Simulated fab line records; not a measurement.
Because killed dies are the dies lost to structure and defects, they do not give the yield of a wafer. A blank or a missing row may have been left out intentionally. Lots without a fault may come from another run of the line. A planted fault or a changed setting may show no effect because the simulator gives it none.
Which tool did it?	flow gf180mcu	6 lots with 18 wafers sampled at 3 steps, on a route of 602 steps

## WHAT THE GAUGES READ, wafer by wafer
GF_V2_RS_MEAS_24: measures by four-point-probe.
lot	measured	on	V2_W_RS (ohm/sq)
L593	day 21 22:05	filmMetro-03	0.324 0.327 0.329
L596	day 22 19:26	filmMetro-03	0.323 0.325 0.325
L599	day 23 21:27	filmMetro-04	0.351 0.351 0.350
L601	day 24 12:58	filmMetro-03	0.325 0.325 0.327
L610	day 27 04:58	filmMetro-03	0.322 0.325 0.323
L612	day 28 08:07	filmMetro-03	0.330 0.331 0.329

## TOOL THAT RAN EACH LOT (tool first, then ch and the chambers of the sampled wafers, then the start)
lot	GF_V2_CVD_02	GF_V2_CVD_23
L593	pecvd-03 ch 0,2, day 20 21:18	cvdW-02 ch 0,1, day 21 21:59
L596	pecvd-03 ch 0,1, day 21 18:28	cvdW-01 ch 0,1, day 22 19:18
L599	pecvd-02 ch 0,2, day 22 21:46	cvdW-02 ch 0,1, day 23 21:19
L601	pecvd-03 ch 0,2, day 23 13:35	cvdW-01 ch 0,1, day 24 12:49
L610	pecvd-01 ch 1,2, day 26 06:52	cvdW-02 ch 0,1, day 27 04:52
L612	pecvd-03 ch 0,1,2, day 27 10:34	cvdW-02 ch 0,1, day 28 08:01
- GF_V2_CVD_02: deposits SiO2 from TEOS, target thk 850 nm, time 94.851 s.
- GF_V2_CVD_23: deposits W, target thk 350 nm, time 104.94 s.

## THE ANSWER, worked out from the rows above alone
Rule: usual is defined by the lots themselves. The widest of any qualifying gaps counts: lots, ordered by their means at a reading, are off when they make up no more than a third of the lots, leave a main group of 4 or more, and stand apart from it by 3 or more times the standard deviation of that group's means. If all means in a main group match to the digits the tables above print for the reading, that group is not used. A lot without any number at a reading at which 4 lots or more have one is off too. All remaining lots with rows at the step are treated as sound.
Off: L599, at GF_V2_RS_MEAS_24 (V2_W_RS). For the main group the mean is 0.326 ohm/sq and the standard deviation 0.0023.
If a tool, at a process step before that reading, ran all the lots that are off and no sound lot after the first of them, it fits. Those tools and the gauges at GF_V2_RS_MEAS_24 are tried in the same way. Undecided on this evidence; 2 tools fit (pecvd-02 at GF_V2_CVD_02, filmMetro-04 at GF_V2_RS_MEAS_24).

## WHAT WAS PUT IN BY THE SIMULATOR
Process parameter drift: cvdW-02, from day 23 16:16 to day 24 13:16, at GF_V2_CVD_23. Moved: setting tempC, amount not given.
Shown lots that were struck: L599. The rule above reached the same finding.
